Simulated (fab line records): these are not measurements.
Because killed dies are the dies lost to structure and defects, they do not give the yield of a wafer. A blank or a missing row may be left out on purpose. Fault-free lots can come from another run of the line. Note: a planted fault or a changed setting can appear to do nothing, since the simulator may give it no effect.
A lot that was struck, set against a sound lot	flow sky130	20 out of 708 route steps
Sound: the wafers L134.2, L134.4, L134.5. Struck: wafer L139.4. (L139.1 of the same lot was not struck and is left out.) The cause comes at the end.
Each step with rows lists, per side, the tool, then ch with its chambers, then its first start. Under that, the readings that differ: sound wafers	struck wafers	difference of the means	sigmas: that difference in standard deviations of wafers without a fault.
alike: readings whose means differ by less than 2 such deviations, and words and numbers that are the same on both sides. not compared: withheld readings, readings that some wafer has no value for, bounds like >300 that may hide the same value, and numbers for which the record gives no deviation and whose values overlap.
A row with sigmas, a row that says differs or no value, or rows on one side alone: a step with any of these is where the two part. Numbers that don't overlap but have no deviation are shown without sigmas and don't part them. A reading that every wafer of one side lacks parts them only if that side has two wafers or more.

first, 1 step without rows for these wafers: SKY_VT_ADJUST_NCORE_DEVELOP_06 (develop time 60 s).
SKY_VT_ADJUST_NCORE_CD_MEAS_07: the cd target is 380 nm.
  sound on cd_sem-02 at day 8 17:12; struck on cd_sem-01 at day 10 07:36
  alike: cd_nm
SKY_VT_ADJUST_NCORE_OVL_MEAS_08:
  sound on overlay-02 at day 8 17:19; struck on overlay-02 at day 10 07:43
  alike: VT_ADJUST_NCORE_OVL
next, for these wafers, 1 step has no rows: SKY_VT_ADJUST_NCORE_IMPLANT_09.
SKY_VT_ADJUST_NCORE_STRIP_10: strips in O2/N2.
  sound on plasma_asher-04 ch 0,1, day 8 17:29; struck on plasma_asher-02 ch 1, day 10 07:54
  alike: drypump_motor_current_A, oes_product_au, strip_time_to_endpoint_s
  not compared: rf_hours_counter_h
SKY_VT_ADJUST_NCORE_TW_MEAS_11:
  sound on film_metro-03 at day 8 17:36; struck on film_metro-01 at day 10 08:00
reading	sound	struck	difference	sigmas
VT_ADJUST_NCORE_TW	216.3 216.9 215.8	219.1	+2.8	+2
then, 6 steps without rows for these wafers: SKY_VT_ADJUST_HVTR_DEHYDRATE_00 (time 60 s); SKY_VT_ADJUST_HVTR_HMDS_01 (prime time 60 s); SKY_VT_ADJUST_HVTR_COAT_02 (resist thk 1140 nm); SKY_VT_ADJUST_HVTR_SOFTBAKE_03 (time 60 s); SKY_VT_ADJUST_HVTR_EXPOSE_04 (exposes mask HVTRM, target cd 380 nm); SKY_VT_ADJUST_HVTR_PEB_05.
SKY_VT_ADJUST_HVTR_DEVELOP_06: develop time 60 s.
  sound on litho_track-04 ch 0, day 9 14:16; struck on litho_track-02 ch 0, day 11 07:04
SKY_VT_ADJUST_HVTR_CD_MEAS_07: the cd target is 380 nm.
  sound on cd_sem-02 at day 9 14:24; struck on cd_sem-02 at day 11 07:13
  not compared: cd_nm
SKY_VT_ADJUST_HVTR_OVL_MEAS_08:
  sound on overlay-01 at day 9 14:31; struck on overlay-02 at day 11 07:20
  not compared: VT_ADJUST_HVTR_OVL
next, for these wafers, 1 step has no rows: SKY_VT_ADJUST_HVTR_IMPLANT_09.
SKY_VT_ADJUST_HVTR_STRIP_10: strips in O2/N2.
  sound on plasma_asher-03 ch 0,1, day 9 14:41; struck on plasma_asher-03 ch 1, day 11 07:31
  alike: drypump_motor_current_A, oes_product_au, strip_time_to_endpoint_s
  not compared: rf_hours_counter_h
SKY_VT_ADJUST_HVTR_TW_MEAS_11:
  sound on film_metro-01 at day 9 14:48; struck on film_metro-02 at day 11 07:37
reading	sound	struck	difference	sigmas
VT_ADJUST_HVTR_TW	213.6 211.6 211.2	29.7	-182.4	-99 or more
then, 1 step without rows for these wafers: SKY_VT_ADJUST_PCH_DEHYDRATE_00 (time 60 s).
-- record jumps: 36 days separate the struck wafers' starts on either side; left off in module VT_ADJUST_PCH, taken up again in module PAD_OPEN, whose first shown step is the route's number 708 --
SKY_PAD_OPEN_PROBE_99:
  only the struck wafers here have rows in the record (prober-02, day 47 05:57); the sound ones have none

## WHERE THEY PART
Earliest at SKY_VT_ADJUST_NCORE_TW_MEAS_11; latest, in this record, at SKY_PAD_OPEN_PROBE_99.

WHY: the cause the simulator had injected
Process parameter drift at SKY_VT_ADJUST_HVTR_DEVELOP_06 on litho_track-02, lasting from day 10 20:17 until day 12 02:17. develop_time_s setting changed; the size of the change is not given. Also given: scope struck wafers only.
